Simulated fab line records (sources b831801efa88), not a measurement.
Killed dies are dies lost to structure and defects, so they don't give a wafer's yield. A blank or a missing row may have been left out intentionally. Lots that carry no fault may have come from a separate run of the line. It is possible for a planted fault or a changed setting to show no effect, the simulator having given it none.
fab line records	flow sky130
record lots=6	wafers=18	last_day=50
route steps=708 shown POLY_GATE@217 PAD_OPEN@708
lots that met no fault: from a run of the same line without faults
start_h: start of the lot's first displayed wafer, in hours after the record's first day	wait_h: hours elapsed since this lot's preceding step	" repeats the value in the row above	L1.1+2: a single row standing in for several wafers	- value missing, or start not given	* or withheld: withheld	< > ~ a bound
route shown NAME@n: names a module that has steps shown in the file, with the first one's number in the route	usual: average and standard deviation across the fault-free wafers	same: alike in all rows	chamber/n: place in a boat	sites: each site's reading	_std_site: the values' standard deviation	_edge_site: inner sites' mean taken away from outer sites' mean	radius_mm: how far each site lies from the wafer's centre	mask NAME#n: copy n	behind: the last tool/chamber to shape the wafer	hold: why the lot went on hold/how many hours it stayed there/how the hold came to an end	device: the n, p or np transistor that did not switch	end of line: tests run on the same wafers once the route is complete	where a step has no rows: the recipe by itself	killed: not the wafer's yield, but the dies lost to structure and defects at the first sort	map: a wafer's dies, x killed, . not, _ none there
set.NAME: the setting that was run; set.NAME@STEP: the one run at that earlier step	model.NAME: the simulator's own value behind a step, which no gauge read
lots at selected steps of the route; one table per step, one row per wafer
services: a tool's chamber out of use, with start hour (start_h, from the record's first day; less than 0 if before it), hours out, and reason
## steps
# step SKY_POLY_GATE_CVD_03
# recipe material=Si3N4	precursor=DCS/NH3	target_thk_nm=75	temp_c=770	time_s=1290	pressure_mtorr=250
# step SKY_POLY_GATE_THK_MEAS_04
# recipe reads=Si3N4_of_POLY_GATE_CVD_03
# usual POLY_GATE_CVD_03_THK=75.3/0.62
lot.wafer	tool	chamber	start_h	wait_h	POLY_GATE_CVD_03_THK[nm]
L897.1	film_metro-01	-	382.04	0.0	75.7
L897.2	"	-	"	"	75.3
L897.6	"	-	"	"	74.6
L900.1	film_metro-03	-	407.09	0.0	75.3
L900.2	"	-	"	"	75.4
L900.5	"	-	"	"	75.2
L910.2	film_metro-01	-	505.37	0.0	76.0
L910.4	"	-	"	"	75.6
L910.6	"	-	"	"	75.6
L909.2	film_metro-01	-	510.57	0.0	75.5
L909.4	"	-	"	"	76.3
L909.6	"	-	"	"	75.7
L912.1	film_metro-01	-	523.16	0.0	75.8
L912.2	"	-	"	"	74.7
L912.4	"	-	"	"	75.5
L915.2	film_metro-02	-	538.70	0.0	75.8
L915.3	"	-	"	"	75.5
L915.6	"	-	"	"	75.3
# step SKY_POLY_GATE_DEHYDRATE_05
# recipe temp_c=200	time_s=60
# step SKY_POLY_GATE_HMDS_06
# recipe prime_time_s=60	prime_temp_c=120
# step SKY_POLY_GATE_COAT_07
# recipe resist=BARC	temp_c=withheld	time_s=withheld	spin_rpm=3000	resist_thk_nm=110
# step SKY_POLY_GATE_COAT_08
# recipe resist=KrF-thick	spin_rpm=3000	resist_thk_nm=450
# step SKY_POLY_GATE_SOFTBAKE_09
# recipe temp_c=100	time_s=90	resist=KrF-thick
# step SKY_POLY_GATE_EXPOSE_10
# recipe mask_id=P1M	na=0.68	source_shape=conventional	sigma_outer=0.6	target_cd_nm=150	dose_mj=28
# step SKY_POLY_GATE_PEB_11
# recipe peb_temp_c=withheld	peb_time_s=withheld	resist=KrF-thick
# step SKY_POLY_GATE_DEVELOP_12
# recipe develop_time_s=60	resist=KrF-thick	dev_temp_c=21
# step SKY_POLY_GATE_CD_MEAS_13
# recipe target_cd_nm=150
# usual cd_nm=150.1/1.3
lot.wafer	tool	chamber	start_h	wait_h	cd_nm
L897.1	cd_sem-02	-	411.72	-	148.0
L897.2	"	-	"	"	148.1
L897.6	"	-	"	"	149.4
L900.1	cd_sem-02	-	437.49	-	150.8
L900.2	"	-	"	"	150.0
L900.5	"	-	"	"	149.5
L910.2	cd_sem-02	-	536.21	-	150.4
L910.4	"	-	"	"	149.7
L910.6	"	-	"	"	150.6
L909.2	cd_sem-01	-	540.89	-	149.9
L909.4	"	-	"	"	149.0
L909.6	"	-	"	"	150.4
L912.1	cd_sem-02	-	552.67	-	149.7
L912.2	"	-	"	"	151.2
L912.4	"	-	"	"	151.8
L915.2	cd_sem-02	-	568.59	-	150.1
L915.3	"	-	"	"	149.9
L915.6	"	-	"	"	149.6
# step SKY_POLY_GATE_OVL_MEAS_14
# usual POLY_GATE_OVL=0/5.2
lot.wafer	tool	chamber	start_h	wait_h	POLY_GATE_OVL[nm]
L897.1	overlay-02	-	411.84	0.1	-5
L897.2	"	-	"	"	-1
L897.6	"	-	"	"	-6
L900.1	overlay-02	-	437.61	0.1	-3
L900.2	"	-	"	"	-4
L900.5	"	-	"	"	2
L910.2	overlay-01	-	536.31	0.1	0
L910.4	"	-	"	"	-7
L910.6	"	-	"	"	-7
L909.2	overlay-01	-	541.00	0.1	9
L909.4	"	-	"	"	6
L909.6	"	-	"	"	6
L912.1	overlay-01	-	552.79	0.1	-9
L912.2	"	-	"	"	-13
L912.4	"	-	"	"	-7
L915.2	overlay-01	-	568.70	0.1	2
L915.3	"	-	"	"	2
L915.6	"	-	"	"	3
# step SKY_POLY_GATE_ETCH_15
# recipe chemistry=N2/H2	target=BARC	ion_energy_ev=200	source_w=500	bias_w=100	pressure_mtorr=30	n2_flow_sccm=100	h2_flow_sccm=200	stop_on=SiO2	time_s=118.5	target_depth_a=1100
# usual bias_w=100.00/0.29	drypump_motor_current_A=5.7/0.4	oes_product_au=0.717/0.0048	throttle_valve_pct=13.212/0.0092
# same time_s=118.5
lot.wafer	tool	chamber	start_h	wait_h	bias_w	drypump_motor_current_A	oes_product_au	rf_hours_counter_h	throttle_valve_pct	model.KrF-thick_of_POLY_GATE_COAT_08.thk_nm	model.SiO2_of_SONOS_ONO_CVD_04.thk_nm
L897.1	rie_diel-03	0	411.88	0.0	100.04	6.5	0.713	15	13.215	344	4.325
L897.2	"	1	"	"	100.28	4.9	0.714	5	13.222	345.7	4.199
L897.6	"	0	"	"	99.80	6.5	0.718	-	13.212	345.2	4.289
L900.1	rie_diel-04	2	437.64	0.0	100.28	5.2	0.717	66	13.212	345.8	4.283
L900.2	"	3	"	"	99.85	5.6	0.718	101	13.243	346.2	4.142
L900.5	"	2	"	"	100.24	5.2	0.722	-	13.221	346	4.156
L910.2	rie_diel-04	2	536.34	0.0	123.24	5.2	0.722	68	13.217	340.7	3.625
L910.4	"	3	"	"	100.12	5.5	0.725	1	13.210	345.9	4.211
L910.6	"	1	"	"	100.26	5.5	0.717	-	13.216	344.7	4.207
L909.2	rie_diel-04	3	541.03	0.0	100.20	5.6	0.713	2	13.217	348.9	4.273
L909.4	"	2	"	"	123.68	5.3	0.720	68	13.218	343.2	3.643
L909.6	"	3	"	"	100.13	5.6	0.722	-	13.227	348.6	4.269
L912.1	rie_diel-03	1	552.83	0.0	99.87	4.9	0.718	7	13.208	344.7	4.236
L912.2	"	2	"	"	99.22	5.7	0.717	2	13.201	345.7	4.166
L912.4	"	0	"	"	100.03	6.6	0.717	18	13.209	346.2	4.216
L915.2	rie_diel-02	3	568.73	0.0	99.85	5.8	0.711	38	13.213	346.5	4.314
L915.3	"	0	"	"	100.23	5.8	0.719	1	13.205	346.5	4.434
L915.6	"	3	"	"	100.02	5.9	0.712	-	13.224	347.1	4.456
# step SKY_POLY_GATE_ETCH_16
# recipe stop_on=poly-Si	chemistry=CH3F/O2	target=Si3N4	source_w=400	bias_w=80	pressure_mtorr=25	ch3f_flow_sccm=40	O2_flow_sccm=30	time_s=147.5	target_depth_a=750
# usual O2_flow_sccm=29.99/0.09	bias_w=79.96/0.27	ch3f_flow_sccm=40.00/0.11	drypump_motor_current_A=5.7/0.4	oes_product_au=0.641/0.0054	throttle_valve_pct=10.535/0.01
# same time_s=147.5
lot.wafer	tool	chamber	start_h	wait_h	O2_flow_sccm	bias_w	ch3f_flow_sccm	drypump_motor_current_A	oes_product_au	rf_hours_counter_h	throttle_valve_pct
L897.1	rie_diel-03	0	411.96	0.0	29.93	80.15	39.98	6.6	0.645	15	10.540
L897.2	"	1	"	"	30.07	79.75	40.01	4.9	0.639	5	10.546
L897.6	"	0	"	"	29.93	79.76	40.08	6.6	0.638	-	10.517
L900.1	rie_diel-04	2	437.72	0.0	29.91	79.84	39.97	5.2	0.644	66	10.532
L900.2	"	3	"	"	30.05	79.88	40.16	5.6	0.636	101	10.546
L900.5	"	2	"	"	29.98	80.33	39.93	5.2	0.634	-	10.532
L910.2	rie_diel-04	2	536.42	0.0	30.02	80.19	40.15	5.3	0.644	68	10.546
L910.4	"	3	"	"	30.00	80.45	40.07	5.5	0.638	1	10.546
L910.6	"	1	"	"	30.11	80.26	40.08	5.5	0.643	-	10.532
L909.2	rie_diel-04	3	541.11	0.0	29.93	79.81	39.86	5.5	0.652	2	10.527
L909.4	"	2	"	"	30.00	80.06	39.82	5.2	0.646	68	10.540
L909.6	"	3	"	"	29.90	79.99	40.11	5.5	0.642	-	10.542
L912.1	rie_diel-03	1	552.91	0.0	29.88	80.33	40.13	4.9	0.644	7	10.546
L912.2	"	2	"	"	29.96	80.13	40.11	5.7	0.636	2	10.537
L912.4	"	0	"	"	30.10	79.64	39.97	6.6	0.646	18	10.543
L915.2	rie_diel-02	3	568.81	0.0	30.12	80.19	39.84	5.9	0.650	38	10.538
L915.3	"	0	"	"	29.99	80.23	39.89	5.7	0.634	1	10.547
L915.6	"	3	"	"	30.15	80.09	39.87	5.9	0.645	-	10.539
# step SKY_POLY_GATE_ETCH_17
# recipe target_depth_nm=180	stop_on=SiO2	over_etch_frac=0.56667	chemistry=HBr/Cl2	target=poly-Si	icp_w=400	bias_w=100	pressure_mtorr=10	HBr_flow_sccm=150	Cl2_flow_sccm=50	time_s=70.5
# usual bias_w=99.99/0.28	drypump_motor_current_A=5.8/0.4	oes_product_au=0.987/0.0067	throttle_valve_pct=33.684/0.0085
# same over_etch_frac=0.56667	time_s=70.5
lot.wafer	tool	chamber	start_h	wait_h	bias_w	drypump_motor_current_A	oes_product_au	rf_hours_counter_h	throttle_valve_pct	model.KrF-thick_of_POLY_GATE_COAT_08.thk_nm
L897.1	rie_si-02	0	412.06	0.0	100.28	4.9	0.979	5	33.687	139.3
L897.2	"	2	"	"	100.21	5.7	0.979	55	33.664	140.5
L897.6	"	3	"	"	99.58	5.8	0.983	-	33.686	137.3
L900.1	rie_si-02	3	437.82	0.0	99.65	5.8	0.996	3	33.678	138.7
L900.2	"	1	"	"	99.54	5.9	0.982	5	33.686	144.3
L900.5	"	0	"	"	100.06	4.9	0.982	-	33.686	141.2
L910.2	rie_si-01	0	536.52	0.0	100.00	5.9	0.987	2	33.662	140.8
L910.4	"	0	"	"	100.23	5.9	0.991	-	33.676	144.7
L910.6	"	1	"	"	99.99	6.0	0.990	-	33.685	140.3
L909.2	rie_si-02	1	541.21	0.0	100.33	5.9	0.991	5	33.693	146.1
L909.4	"	3	"	"	100.01	5.8	0.997	3	33.680	140.3
L909.6	"	3	"	"	100.16	5.8	0.998	-	33.689	143.8
L912.1	rie_si-02	1	553.01	0.0	100.37	5.9	0.994	5	33.685	140.4
L912.2	"	0	"	"	100.00	4.9	0.988	6	33.695	142
L912.4	"	3	"	"	99.65	5.8	0.991	3	33.683	137.4
L915.2	rie_si-01	0	568.91	0.0	99.84	5.9	0.975	2	33.696	143.8
L915.3	"	2	"	"	100.06	5.8	0.976	1	33.680	142
L915.6	"	3	"	"	100.29	6.4	0.973	-	33.684	141.7
# step SKY_POLY_GATE_STRIP_18
# recipe chemistry=O2/N2	power_w=1400	pressure_mtorr=1500	platen_temp_c=withheld	o2_flow_sccm=3000	n2_flow_sccm=300	overash_fraction=0.5
# usual drypump_motor_current_A=5.7/0.52	oes_product_au=0.360/0.0051	strip_time_to_endpoint_s=3.17/0.042
lot.wafer	tool	chamber	start_h	wait_h	drypump_motor_current_A	oes_product_au	rf_hours_counter_h	strip_time_to_endpoint_s
L897.1	plasma_asher-02	0	412.11	0.0	6.2	0.361	60	3.18
L897.2	"	1	"	"	5.6	0.357	60	3.19
L897.6	"	0	"	"	6.2	0.349	-	3.13
L900.1	plasma_asher-02	0	437.88	0.0	6.2	0.357	62	3.14
L900.2	"	1	"	"	5.6	0.356	62	3.20
L900.5	"	0	"	"	6.2	0.358	-	3.17
L910.2	plasma_asher-02	1	536.58	0.0	5.6	0.362	73	3.19
L910.4	"	1	"	"	5.6	0.362	-	3.22
L910.6	"	0	"	"	6.2	0.356	-	3.18
L909.2	plasma_asher-04	1	541.26	0.0	5.4	0.372	12	3.23
L909.4	"	1	"	"	5.4	0.360	-	3.20
L909.6	"	0	"	"	6.0	0.352	-	3.21
L912.1	plasma_asher-02	1	553.06	0.0	5.6	0.356	75	3.17
L912.2	"	0	"	"	6.2	0.364	75	3.19
L912.4	"	0	"	"	6.2	0.361	-	3.13
L915.2	plasma_asher-02	0	568.96	0.0	6.2	0.361	76	3.20
L915.3	"	1	"	"	5.6	0.354	-	3.19
L915.6	"	1	"	"	5.6	0.361	-	3.19
# step SKY_PAD_OPEN_PROBE_99
# usual killed_at_M0_to_M3=44/6.3	killed_at_M4_up=2.8/1.7	killed_at_contacts=25/5.8	killed_at_front_end=14/4.4	killed_at_other=0.3/0.49	killed_dies=86/8.7	killed_open=48/5.8	killed_short=38/6
# same gross_dies=492	killed_at_back_side=0
lot.wafer	tool	chamber	start_h	wait_h	killed_at_M0_to_M3	killed_at_M4_up	killed_at_contacts	killed_at_front_end	killed_at_other	killed_dies	killed_open	killed_short
L897.1	prober-01	-	1104.93	0.1	41	4	26	11	0	82	43	39
L897.2	prober-01	-	1104.98	0.1	48	2	20	7	1	78	46	32
L897.6	prober-01	-	1105.18	0.2	41	4	20	14	0	79	46	33
L900.1	prober-02	-	1124.46	0.1	42	3	29	15	1	90	57	33
L900.2	prober-02	-	1124.51	0.1	49	1	17	20	0	87	50	37
L900.5	prober-02	-	1124.66	0.2	39	3	37	15	0	94	43	51
L912.1	prober-01	-	1190.29	0.1	32	4	26	14	0	76	44	32
L912.2	prober-01	-	1190.34	0.1	51	2	25	18	0	96	44	52
L912.4	prober-01	-	1190.44	0.2	45	0	25	18	1	89	47	42
# killed by level:class
L897.1 CONTACT:geometric_particle:open=12 VIA3:geometric_particle:open=9 LI_CONTACT:geometric_particle:open=6 LOCAL_INTERCONNECT:geometric_particle:short=5 VIA1:geometric_particle:open=5 VIA1:geometric_particle:short=5 METAL2:geometric_particle:short=5 VIA2:geometric_particle:open=5
L897.2 CONTACT:geometric_particle:open=7 METAL1:geometric_particle:short=7 VIA3:geometric_particle:open=7 LI_CONTACT:geometric_particle:open=6 VIA1:geometric_particle:open=5 METAL2:geometric_particle:short=5 VIA2:geometric_particle:open=5 VIA3:geometric_particle:short=5
L897.6 VIA1:geometric_particle:open=11 VIA3:geometric_particle:open=9 CONTACT:geometric_particle:short=6 FIELD_ISO:geometric_particle:open=4 METAL2:geometric_particle:short=4 POLY_GATE:geometric_particle:open=4 LI_CONTACT:geometric_particle:open=4 CONTACT:geometric_particle:open=4
L900.1 CONTACT:geometric_particle:open=15 VIA1:geometric_particle:open=8 VIA2:geometric_particle:open=6 VIA3:geometric_particle:open=6 LI_CONTACT:geometric_particle:open=5 METAL2:geometric_particle:short=5 FIELD_ISO:geometric_particle:open=4 POLY_GATE:geometric_particle:open=4
L900.2 VIA3:geometric_particle:open=11 METAL2:geometric_particle:short=9 VIA2:geometric_particle:open=8 FIELD_ISO:geometric_particle:short=7 LI_CONTACT:geometric_particle:open=7 FIELD_ISO:geometric_particle:open=6 VIA1:geometric_particle:open=6 CONTACT:geometric_particle:open=4
L900.5 LI_CONTACT:geometric_particle:open=12 CONTACT:geometric_particle:open=11 VIA1:geometric_particle:open=8 CONTACT:geometric_particle:short=7 LOCAL_INTERCONNECT:geometric_particle:short=6 VIA2:geometric_particle:short=5 VIA3:geometric_particle:open=5 FIELD_ISO:geometric_particle:short=4
L912.1 CONTACT:geometric_particle:open=10 LI_CONTACT:geometric_particle:open=6 VIA1:geometric_particle:open=6 VIA3:geometric_particle:open=5 LOCAL_INTERCONNECT:geometric_particle:short=5 VIA1:geometric_particle:short=5 VIA2:geometric_particle:open=5 FIELD_ISO:geometric_particle:open=4
L912.2 METAL1:geometric_particle:short=10 CONTACT:geometric_particle:open=9 LI_CONTACT:geometric_particle:open=9 FIELD_ISO:geometric_particle:short=8 VIA2:geometric_particle:open=7 VIA2:geometric_particle:short=6 VIA1:geometric_particle:open=6 VIA3:geometric_particle:open=6
L912.4 LI_CONTACT:geometric_particle:open=8 VIA1:geometric_particle:open=8 VIA3:geometric_particle:open=7 METAL1:geometric_particle:short=7 POLY_GATE:geometric_particle:open=6 CONTACT:geometric_particle:open=6 POLY_GATE:geometric_particle:short=5 CONTACT:geometric_particle:short=5
## services
tool	chamber	start_h	hours	kind
rie_diel-02	3	401.52	16.0	repair
plasma_asher-04	-	421.25	9.0	pm
rie_si-02	1	421.94	5.7	repair
rie_diel-03	2	426.11	-	clean
rie_diel-03	2	426.11	17.0	scheduled_down
rie_diel-03	2	426.11	17.0	vent_cycle
rie_diel-02	-	426.89	0.3	repair
plasma_asher-02	-	432.04	2.8	pm
rie_diel-04	3	439.85	2.9	repair
rie_diel-04	-	441.40	14.6	pm
rie_diel-03	3	441.89	2.9	repair
rie_diel-03	3	450.17	8.9	repair
rie_diel-04	3	456.00	-	clean
rie_diel-04	3	456.00	10.0	scheduled_down
rie_diel-04	3	456.00	10.0	vent_cycle
rie_diel-02	2	461.35	10.1	repair
rie_diel-02	1	469.76	5.8	repair
rie_diel-03	-	496.46	8.1	repair
rie_diel-03	1	502.67	22.7	repair
rie_si-01	3	524.59	17.3	repair
rie_diel-03	0	531.46	2.4	repair
rie_diel-02	-	539.40	0.3	repair
rie_diel-02	-	553.82	0.2	repair
rie_diel-02	3	562.96	1.9	repair
## key
first_sign step=SKY_POLY_GATE_ETCH_15	reading=bias_w	direction=up	sigmas=81	usual=100.00	struck=123.46
effect none on later readings
model_effect step=SKY_POLY_GATE_ETCH_15	value=KrF-thick_of_POLY_GATE_COAT_08.thk_nm	without=347.9	struck=342
model_effect step=SKY_POLY_GATE_ETCH_17	value=KrF-thick_of_POLY_GATE_COAT_08.thk_nm	without=146.5	struck=140.6
met_at SKY_POLY_GATE_ETCH_15
struck_wafers L909.4,L910.2
tester_left_out L909,L910
onset_between 437.64 536.34
fault kind=process_parameter_drift	tool=rie_diel-04	chamber=2	onset_h=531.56	steps=SKY_POLY_GATE_ETCH_15	channel=bias_w	offset=23.423	shape=step	end_h=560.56	acts_in=these_recipes_only	stated=100
# tester_left_out: of these lots the tester's yield and bins aren't shown, on N5 and GAA mostly nor the transistor test; their killed dies are dies lost to structure and defects alone, not to doping, threshold or leakage, so they don't give the yield
